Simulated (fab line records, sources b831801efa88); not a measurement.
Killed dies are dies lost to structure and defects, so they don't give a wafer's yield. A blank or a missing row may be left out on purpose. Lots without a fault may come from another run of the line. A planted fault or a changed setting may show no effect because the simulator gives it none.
A struck lot beside a sound one | flow gf180mcu | 37 steps out of a route of 602
Sound: wafers L633.1, L633.5, L633.6. Struck: wafers L638.1, L638.6. (L638.2 of the same lot was not struck and is left out.) The cause comes at the end.
At each step with rows: each side's tool, then ch and its chambers, then its first start. Under that, the readings that differ: sound wafers | struck wafers | difference of the means | sigmas: that difference in standard deviations of wafers without a fault.
alike: readings whose means differ by less than 2 such deviations, and words and numbers that are the same on both sides. not compared: withheld readings, readings that some wafer has no value for, bounds like >300 that may hide the same value, and numbers for which the record gives no deviation and whose values overlap.
The two part at a step that has a row with sigmas, a row that says differs or no value, or rows on one side only. Numbers that don't overlap but have no deviation are shown without sigmas and don't part them. A reading that every wafer of one side lacks parts them only if that side has two wafers or more.

first, 2 steps without rows for these wafers: GF_M3_PEB_12 (peb time 90 s); GF_M3_DEVELOP_13 (develop time 60 s).
GF_M3_CD_MEAS_14: target cd 280 nm.
  sound on cd_sem-01, day 21 13:13; struck on cd_sem-02, day 23 11:10
  alike: cd_nm
GF_M3_OVL_MEAS_15:
  sound on overlay-02, day 21 13:20; struck on overlay-01, day 23 11:17
  alike: M3_OVL
then, 1 step without rows for these wafers: GF_M3_METAL_ETCH_16 (etches the open film in Cl2/BCl3, stops on SiO2, target depth 627.5 nm, time 104.6 s).
GF_M3_STRIP_17: strips in O2/N2.
  sound on plasma_asher-02 ch 0,1, day 21 13:29; struck on plasma_asher-02 ch 0,1, day 23 11:26
  alike: drypump_motor_current_A, heater_power_w, o2_flow_sccm, oes_product_au, strip_time_to_endpoint_s
  not compared: rf_hours_counter_h
then, 3 steps without rows for these wafers: GF_M3_STRIP_18 (strips in post etch residue remover, time 1200 s); GF_M3_CLEAN_19 (cleans in DIW); GF_V3_CVD_00 (deposits SiO2, target thk 600 nm, time 100 s).
GF_V3_THK_MEAS_01:
  sound on film_metro-01, day 21 14:07; struck on film_metro-01, day 23 12:03
  alike: V3_CVD_00_THK
then, 1 step without rows for these wafers: GF_V3_CVD_02 (deposits SiO2 from TEOS, target thk 850 nm, time 94.851 s).
GF_V3_THK_MEAS_03:
  sound on film_metro-02, day 21 14:15; struck on film_metro-01, day 23 12:11
  alike: V3_CVD_02_THK
GF_V3_CMP_04: polishes SiO2.
  sound on cmp-02 ch 2,3, day 21 14:22; struck on cmp-01 ch 0, day 23 12:14
  reading                             | sound           | struck      | difference | sigmas
  time_to_endpoint_s (s)              | 81 84 81        | 26 27       | -56        | -12
  model.SiO2_of_V3_CVD_02.thk_nm (nm) | 632.9 633 632.5 | 790.8 790.5 | +157.9     |
  alike: motor_current_A, slurry_filter_dp_kPa
GF_V3_BOW_MEAS_05:
  sound on film_metro-01, day 21 14:37; struck on film_metro-02, day 23 12:32
  alike: V3_BOW
then, 8 steps without rows for these wafers: GF_V3_DEHYDRATE_06 (time 60 s); GF_V3_HMDS_07 (prime time 60 s); GF_V3_COAT_08; GF_V3_COAT_09 (resist thk 1000 nm); GF_V3_SOFTBAKE_10 (time 60 s); GF_V3_EXPOSE_11 (exposes mask Via3, target cd 260 nm); GF_V3_PEB_12 (peb time 90 s); GF_V3_DEVELOP_13 (develop time 60 s).
GF_V3_CD_MEAS_14: target cd 260 nm.
  sound on cd_sem-02, day 22 13:57; struck on cd_sem-02, day 24 11:00
  alike: cd_nm
GF_V3_OVL_MEAS_15:
  sound on overlay-01, day 22 14:04; struck on overlay-02, day 24 11:07
  alike: V3_OVL
GF_V3_ETCH_16: etches BARC in N2/H2.
  sound on rie_diel-03 ch 0,1, day 22 14:06; struck on rie_diel-03 ch 2, day 24 11:09
  alike: drypump_motor_current_A, oes_product_au, rf_fwd_power_W, throttle_valve_pct
GF_V3_ETCH_17: etches SiO2 in C4F8/O2/Ar, stops on TiN, target depth 635 nm.
  sound on rie_diel-03 ch 0,1; struck on rie_diel-03 ch 2
  reading                        | sound             | struck      | difference | sigmas
  oes_product_au (a.u.)          | 0.855 0.857 0.856 | 0.973 0.976 | +0.118     | +26
  model.etch.depth_nm (nm)       | 632.9 633 632.5   | 790.8 790.5 | +157.9     |
  model.V3.feature_depth_nm (nm) | 632.9 633 632.5   | 790.8 790.5 | +157.9     |
  alike: rf_fwd_power_W
GF_V3_STRIP_18: strips in O2/N2.
  sound on plasma_asher-02 ch 0,1, day 22 14:14; struck on plasma_asher-02 ch 0,1, day 24 11:17
  alike: drypump_motor_current_A, heater_power_w, o2_flow_sccm, oes_product_au
  not compared: rf_hours_counter_h
then, 4 steps without rows for these wafers: GF_V3_STRIP_19 (strips in post etch residue remover, time 1200 s); GF_V3_CLEAN_20 (cleans in DIW); GF_V3_SPUTTER_21 (material Ti, target thk 15 nm, time 80.02 s); GF_V3_SPUTTER_22 (material TiN, target thk 10 nm, time 40 s).
GF_V3_CVD_23: deposits W, target thk 350 nm, time 104.9 s.
  sound on cvd_w-01 ch 0,1, day 22 14:52; struck on cvd_w-01 ch 0,1, day 24 11:55
  alike: heater_power_w
GF_V3_RS_MEAS_24: measures by four-point-probe.
  sound on film_metro-03, day 22 14:59; struck on film_metro-02, day 24 12:02
  alike: V3_W_RS
GF_V3_THK_MEAS_25: measures by xrf.
  sound on film_metro-03, day 22 15:06; struck on film_metro-02, day 24 12:09
  alike: V3_W_THK
GF_V3_CMP_26: polishes, stops on SiO2, t overpolish 15 s, target thk 0 nm.
  sound on cmp-02 ch 1,2, day 22 15:10; struck on cmp-02 ch 1,3, day 24 12:19
  reading                             | sound             | struck    | difference | sigmas
  model.SiO2_of_V3_CVD_02.thk_nm (nm) | 629.2 629.2 628.7 | 787 786.7 | +158       |
  alike: motor_current_A, slurry_filter_dp_kPa
GF_M4_SPUTTER_00: material Ti, target thk 37.5 nm, time 150 s.
  sound on pvd_sputter-04, day 22 15:28; struck on pvd_sputter-01, day 24 12:31
  alike: cathode_dc_power_W, chamber_pressure_pa, throttle_valve_pct
-- the record jumps here: 6 days lie between the struck wafers' starts before and after (it left off in module M4 and takes up again in module PASSIVATION, whose first step shown is number 602 of the route) --
GF_PASSIVATION_PROBE_99:
  sound on prober-02, day 29 04:52; struck on prober-02, day 30 18:01
  reading                       | sound             | struck      | difference | sigmas
  model.etest.via3_chain.rc_ohm | 6.265 6.571 6.599 | 9.346 8.126 | +2.258     |
  not compared: model.etest.met4_comb.leak_log10_a_um

WHERE THEY PART
First at GF_V3_CMP_04; last, within this record, at GF_V3_ETCH_17. Later steps at which nothing parts them and some readings are alike: GF_V3_STRIP_18, GF_V3_CVD_23, GF_V3_RS_MEAS_24, GF_V3_THK_MEAS_25, GF_V3_CMP_26, GF_M4_SPUTTER_00.

WHY: what the simulator had put in
Process parameter drift: cmp-01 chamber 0, from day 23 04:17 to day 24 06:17, at GF_V3_CMP_04. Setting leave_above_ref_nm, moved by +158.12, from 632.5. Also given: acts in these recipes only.
